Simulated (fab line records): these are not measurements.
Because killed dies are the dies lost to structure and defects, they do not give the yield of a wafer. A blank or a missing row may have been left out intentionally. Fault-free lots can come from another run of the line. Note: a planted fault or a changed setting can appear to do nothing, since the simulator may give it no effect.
A lot that was struck, set against a sound lot	flow sky130	15 out of 708 route steps
Sound: the wafers L292.2, L292.3, L292.5. Struck: wafers L294.1, L294.3, L294.5. Last of all comes the cause.
Per side, at each step with rows, come the tool, then ch with its chambers, and then its first start. Under that, the readings that differ: sound wafers	struck wafers	difference of the means	sigmas: that difference in standard deviations of wafers without a fault.
alike: a reading whose means differ by less than 2 such deviations, as well as words and numbers matching on both sides. not compared: withheld readings; readings where some wafer has no value; bounds like >300 that might hide an equal value; numbers whose values overlap and for which the record gives no deviation.
Wherever a step has rows on one side only, a row that says differs or no value, or a row with sigmas, the two part there. Numbers that don't overlap but have no deviation are shown without sigmas and don't part them. A reading that every wafer of one side lacks parts them only if that side has two wafers or more.

first, 6 steps without rows for these wafers: SKY_LDD_N_HMDS_01 (prime time 60 s); SKY_LDD_N_COAT_02 (resist thk 300 nm); SKY_LDD_N_SOFTBAKE_03 (time 60 s); SKY_LDD_N_EXPOSE_04 (exposes mask NTM, target cd 840 nm); SKY_LDD_N_PEB_05; SKY_LDD_N_DEVELOP_06 (develop time 60 s).
SKY_LDD_N_OVL_MEAS_07:
  sound on overlay-01, day 22 12:26; struck on overlay-01, day 23 05:53
  alike: LDD_N_OVL
then, 5 steps without rows for these wafers: SKY_LDD_N_IMPLANT_08; SKY_LDD_N_IMPLANT_09; SKY_LDD_N_IMPLANT_10; SKY_LDD_N_IMPLANT_11; SKY_LDD_N_IMPLANT_12.
SKY_LDD_N_IMPLANT_13:
  sound on implanter-01 ch 0, day 22 13:14; struck on implanter-01 ch 0, day 23 06:40
reading	sound	struck	difference	sigmas
dose_ions_cm2	5.004e+12 5.005e+12 4.999e+12	3.716e+12 3.706e+12 3.712e+12	-1.291e+12	-99 or more
faraday_current_uA	28.3 28.1 28.1	21.2 19.9 20.4	-7.7	-13
  alike: beam_on_s
then, 2 steps without rows for these wafers: SKY_LDD_N_IMPLANT_14; SKY_PAD_OPEN_PROBE_99.

## WHERE THEY PART
Only at SKY_LDD_N_IMPLANT_13, within this record.

WHY: what had been put in by the simulator
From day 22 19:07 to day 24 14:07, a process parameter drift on implanter-01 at SKY_LDD_N_IMPLANT_13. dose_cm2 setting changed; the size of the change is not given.
